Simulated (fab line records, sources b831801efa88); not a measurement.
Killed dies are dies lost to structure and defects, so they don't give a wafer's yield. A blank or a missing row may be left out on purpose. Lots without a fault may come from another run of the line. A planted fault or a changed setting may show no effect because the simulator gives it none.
Chamber matching | flow sky130 | SKY_FIELD_ISO_ETCH_15 on rie_diel-04: 4 sister chambers
The step etches the open film in CHF3/O2, stops on Si, target depth 180 nm, time 72 s. 8 wafers are shown with their chamber, then 9 later ones without.

WAFERS WITH THEIR CHAMBER
wafer  | chamber | throttle_valve_pct (%) | chamber_pressure_mTorr (mTorr)
L081.1 | 1       | 8.839                  | 39.97
L081.6 | 2       | 8.838                  | 39.96
L083.3 | 0       | 8.845                  | 40.03
L083.4 | 1       | 8.832                  | 39.93
L083.5 | 3       | 8.840                  | 40.02
L085.1 | 2       | 8.847                  | 39.98
L085.5 | 0       | 8.843                  | 40.00
L085.6 | 3       | 8.855                  | 39.98

WAFERS WITHOUT THEIR CHAMBER
wafer  | throttle_valve_pct (%) | chamber_pressure_mTorr (mTorr)
L088.1 | 8.840                  | 39.97
L088.3 | 8.859                  | 39.97
L088.4 | 8.830                  | 39.99
L094.1 | 8.848                  | 40.00
L094.2 | 8.839                  | 40.00
L094.6 | 8.848                  | 39.99
L095.1 | 8.844                  | 39.97
L095.3 | 8.851                  | 39.98
L095.6 | 8.848                  | 40.00

WHICH CHAMBER EACH WENT THROUGH
wafer  | from the rows above               | in truth
L088.1 | can't be placed: 2 or 1 or 3 or 0 | 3
L088.3 | can't be placed: 3 or 2 or 0 or 1 | 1
L088.4 | can't be placed: 1 or 2 or 0 or 3 | 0
L094.1 | can't be placed: 3 or 0 or 2      | 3
L094.2 | can't be placed: 0 or 3 or 2 or 1 | 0
L094.6 | can't be placed: 3 or 2 or 0      | 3
L095.1 | can't be placed: 2 or 3 or 1 or 0 | 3
L095.3 | can't be placed: 3 or 2 or 0 or 1 | 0
L095.6 | can't be placed: 3 or 0 or 2      | 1
Placed correctly: 0 of 9. Can't be placed from these rows: 9 (the true chamber is among the candidates in 8). Placed wrongly: 0.
How it was worked out, from the rows above alone: a wafer's distance from a chamber is the root of the sum, over the readings, of the square of ((its reading less the chamber's mean) divided by the reading's scatter). The wafer belongs to the nearest chamber; if the next one is less than 2 further off, it can't be placed. A chamber's mean is the mean of its shown wafers. The scatter: the root of (the sum of the squares of (reading less its chamber's mean) over the shown wafers, divided by (wafers less chambers)).
